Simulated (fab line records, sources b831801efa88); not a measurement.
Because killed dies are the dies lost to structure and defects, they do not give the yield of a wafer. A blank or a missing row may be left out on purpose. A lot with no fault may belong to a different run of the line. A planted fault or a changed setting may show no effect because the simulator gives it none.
Matching of chambers    flow sky130    4 sister chambers for SKY_VIA2_ETCH_15 on rie diel-04
The step etches SiO2 in C4F8/O2/Ar, stops on TiN, target depth 546 nm, time 84 s. 8 wafers are shown with their chamber, then 7 later ones without.

WAFERS WITH THEIR CHAMBER
wafer   chamber  oes product au (a.u.)
L083.1  0        0.938
L087.5  3        0.942
L087.6  0        0.941
L090.1  3        0.942
L090.2  2        0.940
L090.4  1        0.940
L095.2  2        0.934
L095.4  1        0.935

WAFERS MISSING THEIR CHAMBER
wafer   oes product au (a.u.)
L095.6  0.944
L096.1  0.941
L096.2  0.939
L096.3  0.933
L096.4  0.942
L096.5  0.943
L096.6  0.938

WHICH CHAMBER EACH WENT THROUGH
wafer   from the rows above                in truth
L095.6  can't be placed: 3 or 0 or 1 or 2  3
L096.1  can't be placed: 3 or 0 or 1 or 2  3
L096.2  can't be placed: 0 or 1 or 2 or 3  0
L096.3  can't be placed: 2 or 1 or 0 or 3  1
L096.4  can't be placed: 3 or 0 or 1 or 2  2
L096.5  can't be placed: 3 or 0 or 1 or 2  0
L096.6  can't be placed: 1 or 2 or 0 or 3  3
Correct placement for 0 of the 7. Unplaceable from these rows: 7, with the true chamber sitting among the candidates in 7. Placed wrongly: 0.
How it was worked out, from the rows above alone: a wafer's distance from a chamber is the root of the sum, over the readings, of the square of ((its reading less the chamber's mean) divided by the reading's scatter). If the next closest chamber is less than 2 further off than the closest, the wafer can't be placed; otherwise it belongs to the closest. A chamber's mean is the mean of its shown wafers. The scatter: take each reading less its chamber's mean, square it, sum over the shown wafers, divide by the number of wafers less the number of chambers, and take the root.
